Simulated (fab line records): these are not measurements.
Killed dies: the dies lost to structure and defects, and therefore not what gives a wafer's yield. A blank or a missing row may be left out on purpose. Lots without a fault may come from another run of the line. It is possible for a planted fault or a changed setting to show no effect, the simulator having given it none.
Which of the tools did it? / flow sky130 / 12 lots, 36 wafers sampled, at 4 steps of a route of 708

## WHAT THE GAUGES SHOWED, per wafer
SKY_PAD_OPEN_BOW_MEAS_13.
lot=L928; measured=day 45 19:20; on=film_metro-01; PAD_OPEN_BOW (um)=55 59 38
lot=L929; measured=day 46 05:13; on=film_metro-04; PAD_OPEN_BOW (um)=37 42 40
lot=L930; measured=day 46 11:50; on=film_metro-04; PAD_OPEN_BOW (um)=48 35 54
lot=L933; measured=day 47 04:09; on=film_metro-01; PAD_OPEN_BOW (um)=47 59 60
lot=L931; measured=day 47 05:39; on=film_metro-02; PAD_OPEN_BOW (um)=45 55 54
lot=L932; measured=day 47 07:03; on=film_metro-04; PAD_OPEN_BOW (um)=44 53 51
lot=L934; measured=day 47 16:29; on=film_metro-02; PAD_OPEN_BOW (um)=53 55 46
lot=L941; measured=day 49 03:49; on=film_metro-04; PAD_OPEN_BOW (um)=57 51 33
lot=L942; measured=day 49 06:44; on=film_metro-04; PAD_OPEN_BOW (um)=54 49 53
lot=L943; measured=day 49 13:16; on=film_metro-02; PAD_OPEN_BOW (um)=46 35 46
lot=L945; measured=day 50 02:04; on=film_metro-02; PAD_OPEN_BOW (um)=50 54 52
lot=L950; measured=day 50 22:05; on=film_metro-02; PAD_OPEN_BOW (um)=51 43 54

## EACH LOT AND THE TOOL THAT RAN IT (in order: tool; ch and the chambers of the sampled wafers; start)
lot=L928; SKY_VIA4_CMP_02=cmp-01 ch 0,3, day 41 20:34; SKY_VIA4_CMP_21=cmp-01 ch 1,2,3, day 42 20:59; SKY_METAL5_SPUTTER_04=pvd_sputter-03, day 42 21:25
lot=L929; SKY_VIA4_CMP_02=cmp-01 ch 1,2,3, day 42 07:06; SKY_VIA4_CMP_21=cmp-02 ch 0,2,3, day 43 07:36; SKY_METAL5_SPUTTER_04=pvd_sputter-02, day 43 07:58
lot=L930; SKY_VIA4_CMP_02=cmp-02 ch 0,1,2, day 42 14:28; SKY_VIA4_CMP_21=cmp-01 ch 0,3, day 43 14:51; SKY_METAL5_SPUTTER_04=pvd_sputter-02, day 43 15:16
lot=L933; SKY_VIA4_CMP_02=cmp-01 ch 0,1,2, day 43 08:48; SKY_VIA4_CMP_21=cmp-02 ch 0,2,3, day 44 08:21; SKY_METAL5_SPUTTER_04=pvd_sputter-03, day 44 08:43
lot=L931; SKY_VIA4_CMP_02=cmp-02 ch 0,2,3, day 43 09:47; SKY_VIA4_CMP_21=cmp-02 ch 0,1,3, day 44 09:02; SKY_METAL5_SPUTTER_04=pvd_sputter-03, day 44 09:26
lot=L932; SKY_VIA4_CMP_02=cmp-01 ch 1,3, day 43 13:14; SKY_VIA4_CMP_21=cmp-02 ch 1,2,3, day 44 12:58; SKY_METAL5_SPUTTER_04=pvd_sputter-01, day 44 13:19
lot=L934; SKY_VIA4_CMP_02=cmp-02 ch 1,2,3, day 43 21:25; SKY_VIA4_CMP_21=cmp-01 ch 1,2,3, day 44 20:56; SKY_METAL5_SPUTTER_04=pvd_sputter-02, day 44 21:21
lot=L941; SKY_VIA4_CMP_02=cmp-02 ch 0,3, day 45 15:28; SKY_VIA4_CMP_21=cmp-02 ch 1,3, day 46 14:22; SKY_METAL5_SPUTTER_04=pvd_sputter-03, day 46 14:47
lot=L942; SKY_VIA4_CMP_02=cmp-01 ch 2,3, day 45 18:25; SKY_VIA4_CMP_21=cmp-02 ch 0,1, day 46 17:04; SKY_METAL5_SPUTTER_04=pvd_sputter-03, day 46 17:29
lot=L943; SKY_VIA4_CMP_02=cmp-01 ch 0,1,3, day 46 02:20; SKY_VIA4_CMP_21=cmp-01 ch 2,3, day 46 23:30; SKY_METAL5_SPUTTER_04=pvd_sputter-03, day 46 23:55
lot=L945; SKY_VIA4_CMP_02=cmp-01 ch 0,3, day 46 17:05; SKY_VIA4_CMP_21=cmp-01 ch 1,2, day 47 15:01; SKY_METAL5_SPUTTER_04=pvd_sputter-03, day 47 15:26
lot=L950; SKY_VIA4_CMP_02=cmp-01 ch 1,2, day 47 20:28; SKY_VIA4_CMP_21=cmp-02 ch 1,2,3, day 48 16:29; SKY_METAL5_SPUTTER_04=pvd_sputter-01, day 48 16:51
- SKY_VIA4_CMP_02: polishes SiO2.
- SKY_VIA4_CMP_21: polishes, stops on SiO2, t overpolish 25 s, target thk 0 nm.
- SKY_METAL5_SPUTTER_04: material TiN, target thk 70 nm, time 58.3 s.

## AS READ BY THE TOOLS THEMSELVES (means over the sampled wafers that have a number; for cases with no such wafer, the mark the record gives instead)
SKY_VIA4_CMP_02.
lot=L928; tool=cmp-01; motor_current_A (A)=12.1
lot=L929; tool=cmp-01; motor_current_A (A)=12.7
lot=L930; tool=cmp-02; motor_current_A (A)=12.6
lot=L933; tool=cmp-01; motor_current_A (A)=12.3
lot=L931; tool=cmp-02; motor_current_A (A)=12.2
lot=L932; tool=cmp-01; motor_current_A (A)=11.4
lot=L934; tool=cmp-02; motor_current_A (A)=11.4
lot=L941; tool=cmp-02; motor_current_A (A)=13.3
lot=L942; tool=cmp-01; motor_current_A (A)=13.2
lot=L943; tool=cmp-01; motor_current_A (A)=12.0
lot=L945; tool=cmp-01; motor_current_A (A)=12.1
lot=L950; tool=cmp-01; motor_current_A (A)=12.4

SKY_VIA4_CMP_21.
lot=L928; tool=cmp-01; motor_current_A (A)=11.3; overpolish_run_s (s)=24.999; time_to_endpoint_s (s)=127
lot=L929; tool=cmp-02; motor_current_A (A)=11.3; overpolish_run_s (s)=25.002; time_to_endpoint_s (s)=123
lot=L930; tool=cmp-01; motor_current_A (A)=10.7; overpolish_run_s (s)=25.001; time_to_endpoint_s (s)=126
lot=L933; tool=cmp-02; motor_current_A (A)=11.3; overpolish_run_s (s)=25.007; time_to_endpoint_s (s)=127
lot=L931; tool=cmp-02; motor_current_A (A)=11.5; overpolish_run_s (s)=24.993; time_to_endpoint_s (s)=129
lot=L932; tool=cmp-02; motor_current_A (A)=10.7; overpolish_run_s (s)=24.998; time_to_endpoint_s (s)=132
lot=L934; tool=cmp-01; motor_current_A (A)=11.3; overpolish_run_s (s)=24.987; time_to_endpoint_s (s)=130
lot=L941; tool=cmp-02; motor_current_A (A)=11.0; overpolish_run_s (s)=25.007; time_to_endpoint_s (s)=126
lot=L942; tool=cmp-02; motor_current_A (A)=11.7; overpolish_run_s (s)=25.001; time_to_endpoint_s (s)=127
lot=L943; tool=cmp-01; motor_current_A (A)=11.5; overpolish_run_s (s)=25.007; time_to_endpoint_s (s)=119
lot=L945; tool=cmp-01; motor_current_A (A)=11.4; overpolish_run_s (s)=24.999; time_to_endpoint_s (s)=131
lot=L950; tool=cmp-02; motor_current_A (A)=10.7; overpolish_run_s (s)=25.000; time_to_endpoint_s (s)=126

SKY_METAL5_SPUTTER_04.
lot=L928; tool=pvd_sputter-03; throttle_valve_pct (%)=29.9
lot=L929; tool=pvd_sputter-02; throttle_valve_pct (%)=31.0
lot=L930; tool=pvd_sputter-02; throttle_valve_pct (%)=30.8
lot=L933; tool=pvd_sputter-03; throttle_valve_pct (%)=30.1
lot=L931; tool=pvd_sputter-03; throttle_valve_pct (%)=29.8
lot=L932; tool=pvd_sputter-01; throttle_valve_pct (%)=31.3
lot=L934; tool=pvd_sputter-02; throttle_valve_pct (%)=31.4
lot=L941; tool=pvd_sputter-03; throttle_valve_pct (%)=30.1
lot=L942; tool=pvd_sputter-03; throttle_valve_pct (%)=30.1
lot=L943; tool=pvd_sputter-03; throttle_valve_pct (%)=29.9
lot=L945; tool=pvd_sputter-03; throttle_valve_pct (%)=30.5
lot=L950; tool=pvd_sputter-01; throttle_valve_pct (%)=30.7

## THE ANSWER, worked out from the rows above alone
Rule: what is usual is taken from the lots themselves. The widest of any qualifying gaps counts: lots, ordered by their means at a reading, are off when they make up no more than a third of the lots, leave a main group of 4 or more, and stand apart from it by 3 or more times the standard deviation of that group's means. A main group whose means are all the same, to the digits that the tables above print for the reading, isn't used. Also off: a lot with no number at a reading for which 4 or more lots have one. All remaining lots with rows at the step are treated as sound. After the gauges, taken in route order, come the tools' own readings; for these a lot's mean is taken, as printed above. At the first step where some lot is off, the reading lying furthest off is the one used; lots without a number count as furthest.
No lot is off on any of the readings shown, so nothing can be concluded from this.

## WHAT THE SIMULATOR HAD PUT IN
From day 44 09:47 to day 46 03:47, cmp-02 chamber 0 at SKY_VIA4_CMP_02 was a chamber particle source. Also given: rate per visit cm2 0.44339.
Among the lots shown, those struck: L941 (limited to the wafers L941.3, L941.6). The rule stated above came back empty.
